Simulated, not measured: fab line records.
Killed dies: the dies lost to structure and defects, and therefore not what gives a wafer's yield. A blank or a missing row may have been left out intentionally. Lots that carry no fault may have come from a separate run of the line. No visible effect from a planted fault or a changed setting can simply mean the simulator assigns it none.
Shared-tool check :: flow gf180mcu :: Sampled: 11 lots, 33 wafers

== WHY IT WAS OPENED ==
Of 11 lots, 2 have the reading NSD_TW flagged at GF_NSD_TW_MEAS_12. Fault-free wafers read 4205, with a standard deviation of 43.
Rule: a lot gets a flag if all its wafers with a number sit over 4 standard deviations from that mean, or if no wafer of it has a number. The other lots count as sound.

lot: L867
measured: day 15 01:57
on: filmMetro-01
NSD_TW, wafer by wafer: 4174 4180 4164
flag: 

lot: L868
measured: day 15 09:01
on: filmMetro-02
NSD_TW, wafer by wafer: 4245 4229 4240
flag: 

lot: L869
measured: day 15 17:56
on: filmMetro-04
NSD_TW, wafer by wafer: 4256 4254 4245
flag: 

lot: L870
measured: day 16 02:51
on: filmMetro-02
NSD_TW, wafer by wafer: 4225 4253 4241
flag: 

lot: L872
measured: day 16 14:04
on: filmMetro-01
NSD_TW, wafer by wafer: 4166 4173 4171
flag: 

lot: L876
measured: day 18 04:44
on: filmMetro-02
NSD_TW, wafer by wafer: 3817 3834 3805
flag: FLAGGED

lot: L878
measured: day 18 18:04
on: filmMetro-01
NSD_TW, wafer by wafer: 3753 3772 3743
flag: FLAGGED

lot: L880
measured: day 19 14:39
on: filmMetro-04
NSD_TW, wafer by wafer: 4262 4242 4254
flag: 

lot: L881
measured: day 19 23:42
on: filmMetro-01
NSD_TW, wafer by wafer: 4198 4192 4173
flag: 

lot: L883
measured: day 20 11:35
on: filmMetro-01
NSD_TW, wafer by wafer: 4169 4145 4128
flag: 

lot: L885
measured: day 21 07:18
on: filmMetro-02
NSD_TW, wafer by wafer: 4209 4201 4215
flag: 
The numbers of the flagged lots are 3787 on average: -418 against the usual, or -10 standard deviations.

== WHICH TOOL RAN EACH LOT ==
Before the reading, the record contains 2 process steps out of a 602-step route. Cell contents, in order: the tool; ch with the chambers the sampled wafers went through; the start.
lot: L867
flag: 
GF_NSD_IMPLANT_09: implanter-01 ch 0, day 15 01:33
GF_NSD_STRIP_11: plasmaAsher-04 ch 0,1, day 15 01:51

lot: L868
flag: 
GF_NSD_IMPLANT_09: implanter-01 ch 0, day 15 08:38
GF_NSD_STRIP_11: plasmaAsher-01 ch 0,1, day 15 08:55

lot: L869
flag: 
GF_NSD_IMPLANT_09: implanter-04 ch 0, day 15 17:34
GF_NSD_STRIP_11: plasmaAsher-03 ch 0,1, day 15 17:50

lot: L870
flag: 
GF_NSD_IMPLANT_09: implanter-03 ch 0, day 16 02:28
GF_NSD_STRIP_11: plasmaAsher-01 ch 0,1, day 16 02:44

lot: L872
flag: 
GF_NSD_IMPLANT_09: implanter-03 ch 0, day 16 13:40
GF_NSD_STRIP_11: plasmaAsher-01 ch 0,1, day 16 13:58

lot: L876
flag: FLAGGED
GF_NSD_IMPLANT_09: implanter-03 ch 0, day 18 04:22
GF_NSD_STRIP_11: plasmaAsher-04 ch 0,1, day 18 04:38

lot: L878
flag: FLAGGED
GF_NSD_IMPLANT_09: implanter-03 ch 0, day 18 17:40
GF_NSD_STRIP_11: plasmaAsher-04 ch 0,1, day 18 17:58

lot: L880
flag: 
GF_NSD_IMPLANT_09: implanter-04 ch 0, day 19 14:15
GF_NSD_STRIP_11: plasmaAsher-01 ch 0,1, day 19 14:33

lot: L881
flag: 
GF_NSD_IMPLANT_09: implanter-01 ch 0, day 19 23:18
GF_NSD_STRIP_11: plasmaAsher-01 ch 0,1, day 19 23:36

lot: L883
flag: 
GF_NSD_IMPLANT_09: implanter-04 ch 0, day 20 11:13
GF_NSD_STRIP_11: plasmaAsher-01 ch 0,1, day 20 11:29

lot: L885
flag: 
GF_NSD_IMPLANT_09: implanter-04 ch 0, day 21 06:55
GF_NSD_STRIP_11: plasmaAsher-01 ch 0,1, day 21 07:11
What these steps do:
- GF_NSD_IMPLANT_09
- GF_NSD_STRIP_11: strips in O2/N2.
- GF_NSD_TW_MEAS_12

== FLAGGED OVER TOTAL, TOOL BY TOOL (the gauges that took the reading come last) ==
step: GF_NSD_IMPLANT_09
tool: implanter-01
lots run: 3
flagged: 0
share of the flagged lots: none
sound lots run after its first flagged lot: -

step: GF_NSD_IMPLANT_09
tool: implanter-03
lots run: 4
flagged: 2
share of the flagged lots: all
sound lots run after its first flagged lot: 0

step: GF_NSD_IMPLANT_09
tool: implanter-04
lots run: 4
flagged: 0
share of the flagged lots: none
sound lots run after its first flagged lot: -

step: GF_NSD_STRIP_11
tool: plasmaAsher-01
lots run: 7
flagged: 0
share of the flagged lots: none
sound lots run after its first flagged lot: -

step: GF_NSD_STRIP_11
tool: plasmaAsher-03
lots run: 1
flagged: 0
share of the flagged lots: none
sound lots run after its first flagged lot: -

step: GF_NSD_STRIP_11
tool: plasmaAsher-04
lots run: 3
flagged: 2
share of the flagged lots: all
sound lots run after its first flagged lot: 0

step: GF_NSD_TW_MEAS_12
tool: filmMetro-01
lots run: 5
flagged: 1
share of the flagged lots: some
sound lots run after its first flagged lot: 2 (L881,L883)

step: GF_NSD_TW_MEAS_12
tool: filmMetro-02
lots run: 4
flagged: 1
share of the flagged lots: some
sound lots run after its first flagged lot: 1 (L885)

step: GF_NSD_TW_MEAS_12
tool: filmMetro-04
lots run: 2
flagged: 0
share of the flagged lots: none
sound lots run after its first flagged lot: -

== WHAT THE TABLE ALLOWS ==
Table rows that saw every flagged lot: 2, namely implanter-03 at GF_NSD_IMPLANT_09 and plasmaAsher-04 at GF_NSD_STRIP_11.
- implanter-03 at GF_NSD_IMPLANT_09: 2 of its 4 lots flagged. It ran its last sound lot, L872, at day 16 13:40 and its first flagged lot, L876, at day 18 04:22: a fault with its onset between the two fits. Its own readings (beamOnS, doseIonsCm2, endStationPressureTorr, faradayCurrentUA) fall more than 4 standard deviations out on all wafers of the flagged lots.
- plasmaAsher-04 at GF_NSD_STRIP_11: 2 of its 3 lots flagged. It ran its last sound lot, L867, at day 15 01:51 and its first flagged lot, L876, at day 18 04:38: a fault with its onset between the two fits. Its own readings (oesProductAu, stripTimeToEndpointS) fall more than 4 standard deviations out on all wafers of the flagged lots.
Counting lots can't tell these 2 tools apart, because each fits a fault that began at some hour. More lots, or a look at what each step does to the wafer, might.

== WHAT HAD BEEN PUT IN BY THE SIMULATOR ==
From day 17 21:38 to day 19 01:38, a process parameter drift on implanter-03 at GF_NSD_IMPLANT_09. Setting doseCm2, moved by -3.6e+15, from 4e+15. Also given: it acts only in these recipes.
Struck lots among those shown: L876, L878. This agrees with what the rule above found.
